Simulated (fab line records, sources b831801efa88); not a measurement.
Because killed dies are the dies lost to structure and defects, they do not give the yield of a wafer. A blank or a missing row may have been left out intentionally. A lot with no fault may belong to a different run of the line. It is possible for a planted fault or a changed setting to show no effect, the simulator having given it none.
Split-lot study	flow sky130	on a route of 708 steps: 5 lots, 23 wafers read

== SPLIT DETAILS ==
At SKY_SONOS_ONO_CVD_02 (deposits Si3N4 from DCS/NH3, target thk 10.5 nm, time 180 s), the setting time-s was moved away from the recipe's 180 s on 10 of the 23 wafers read, by +5.0% to +10.8%. The other wafers ran this setting at the recipe's value.

No step appears in the file between the split and the reading.

== THE READING ==
At SKY_SONOS_ONO_THK_MEAS_03: SONOS_ONO_CVD_02_THK, given in nm. On this fab line, fault-free wafers typically give 10.37 nm with a standard deviation of 0.14 nm.

wafer	tool, chamber at the split	time-s as run, s	against the recipe	SONOS_ONO_CVD_02_THK, nm	against lot-mates on the recipe
L076.2	-, -	199.5	+10.8%	11.61	no lot-mate on the recipe
L076.3	-, -	199.5	+10.8%	11.59	no lot-mate on the recipe
L076.4	-, -	199.5	+10.8%	11.68	no lot-mate on the recipe
L076.5	-, -	199.5	+10.8%	11.63	no lot-mate on the recipe
L076.6	-, -	199.5	+10.8%	11.70	no lot-mate on the recipe
L079.1	-, -	180	recipe	10.22	-
L079.2	-, -	180	recipe	10.40	-
L079.3	-, -	180	recipe	10.20	-
L079.4	-, -	180	recipe	10.24	-
L079.5	-, -	180	recipe	10.28	-
L080.1	-, -	180	recipe	10.27	-
L080.3	-, -	180	recipe	10.51	-
L080.4	-, -	180	recipe	10.35	-
L080.5	-, -	180	recipe	10.39	-
L080.6	-, -	180	recipe	10.44	-
L081.1	lpcvd-02, 0	180	recipe	10.32	-
L081.2	lpcvd-02, 0	180	recipe	10.28	-
L081.6	lpcvd-02, 0	180	recipe	10.42	-
L085.1	-, -	189	+5.0%	10.89	no lot-mate on the recipe
L085.2	-, -	189	+5.0%	11.01	no lot-mate on the recipe
L085.4	-, -	189	+5.0%	10.88	no lot-mate on the recipe
L085.5	-, -	189	+5.0%	10.83	no lot-mate on the recipe
L085.6	-, -	189	+5.0%	10.88	no lot-mate on the recipe

FIT RESULTS
A straight line over all 23 wafers: SONOS_ONO_CVD_02_THK changes by +0.12 nm for each +1% of time-s; r = +0.99; the points scatter about the line by 0.081 nm.
Too few moved wafers with a lot-mate on the recipe to fit a line net of each lot's own level.

== THE WHOLE CHAIN: every reading that the file lists as answering this split, in the file's order ==
step	what it does	reading	change (the file's fit)	r (the file's)
SKY_SONOS_ONO_CVD_02	deposits Si3N4 from DCS/NH3, target thk 10.5 nm, time 180 s	Si3N4_of_SONOS_ONO_CVD_02.thk-nm (the simulator's own value, which no gauge read)	+0.12 nm for each +1% of the setting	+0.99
SKY_SONOS_ONO_THK_MEAS_03		SONOS_ONO_CVD_02_THK	+0.12 for each +1% of the setting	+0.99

== FILE'S OWN FIT ==
SONOS_ONO_CVD_02_THK changes by +0.12 nm for each +1% of time-s, r = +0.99.
